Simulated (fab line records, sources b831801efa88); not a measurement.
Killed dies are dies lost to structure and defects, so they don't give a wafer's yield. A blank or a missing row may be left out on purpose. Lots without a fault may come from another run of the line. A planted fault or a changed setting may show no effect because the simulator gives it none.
Problem report in the 8D (eight disciplines) form, filled by code | flow sky130 | the parts of the form that need people (team, actions taken, sign-off) are left out

1. THE PROBLEM
cd_nm at SKY_VT_ADJUST_HVTR_CD_MEAS_07 reads a mean of 359.2 nm on 3 wafers of 2 lots; wafers without a fault read 379.7 nm with a standard deviation of 2.2. That is -9.3 standard deviations from the usual mean.
The step: target cd 380 nm.
First seen on wafer L290.4, day 11 19:32, on cd_sem-01. The record holds 41 wafers of 14 lots with a number at this step. Rule for "out", or "out of limits": more than 4 standard deviations from the usual mean. The other wafers with a number count as sound.

2. WHAT IT IS AND WHAT IT IS NOT
question                    | is                     | is not
which readings at this step | cd_nm                  | -
which lots                  | L290, L292             | L283, L284, L285, L286, L287, L288, L289, L300, L302, L303, L304, L305
which wafers of those lots  | L290.4, L290.6, L292.6 | L290.3, L292.3
read on which gauges        | cd_sem-01              | cd_sem-02
when                        | from day 11 19:32      | up to then (22 sound wafers); but 16 sound wafers of L292, L300, L302, L303, L304, L305 came after

3. SUSPECTS, AND WHAT RULES EACH OUT
Counting: a tool at a process step up to the reading stays a suspect if it ran every lot that is out. Sound lots after the first of them don't rule it out here, since some wafers of a struck lot are sound.
- the gauge at SKY_VT_ADJUST_HVTR_CD_MEAS_07: kept. All the wafers that are out were read on cd_sem-01, and no step on other tools shows them out.
- iline_stepper-01 at SKY_VT_ADJUST_HVTR_EXPOSE_04 (exposes mask HVTRM, target cd 380 nm): kept. It ran every lot that is out, first L290 (day 11 08:37); its last sound lot up to then is L289 (day 11 00:47).
Left after counting: iline_stepper-01 at SKY_VT_ADJUST_HVTR_EXPOSE_04, cd_sem-01 at SKY_VT_ADJUST_HVTR_CD_MEAS_07.

4. THE CAUSE (what the simulator had put in)
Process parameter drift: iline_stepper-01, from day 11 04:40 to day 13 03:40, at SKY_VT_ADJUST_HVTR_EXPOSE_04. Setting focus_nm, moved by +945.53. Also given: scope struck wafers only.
Counting left 2 suspects, and this tool is among them.

5. THE CHAIN OF EFFECTS, in route order
Each row: a reading whose mean over the struck wafers that have a number lies more than 3 standard deviations from the usual. Only readings for which the record gives a usual standard deviation are gone through. hours: the time from each lot's start at the first step in this table that gives one to its start at this step, as a median over the lots. sigmas: the change in usual standard deviations.
hours | step                          | reading | usual    | on struck wafers | change | sigmas
0     | SKY_VT_ADJUST_HVTR_CD_MEAS_07 | cd_nm   | 379.7 nm | 359.2            | -20.5  | -9.3
Later measuring or inspecting steps at which every struck wafer that the step has a row for has a number for every such reading, and none has moved that far: SKY_VT_ADJUST_HVTR_OVL_MEAS_08, SKY_VT_ADJUST_PCH_TW_MEAS_10.

6. WHAT WOULD HAVE CAUGHT IT SOONER
In this record the first reading out of limits at a measuring or inspecting step was taken at day 11 19:32, 15 hours after the fault began at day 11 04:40.
Of the lots that are out (2), L292 began SKY_VT_ADJUST_HVTR_EXPOSE_04 on iline_stepper-01 after day 11 19:32. A hold on the tool at that time would have spared it.
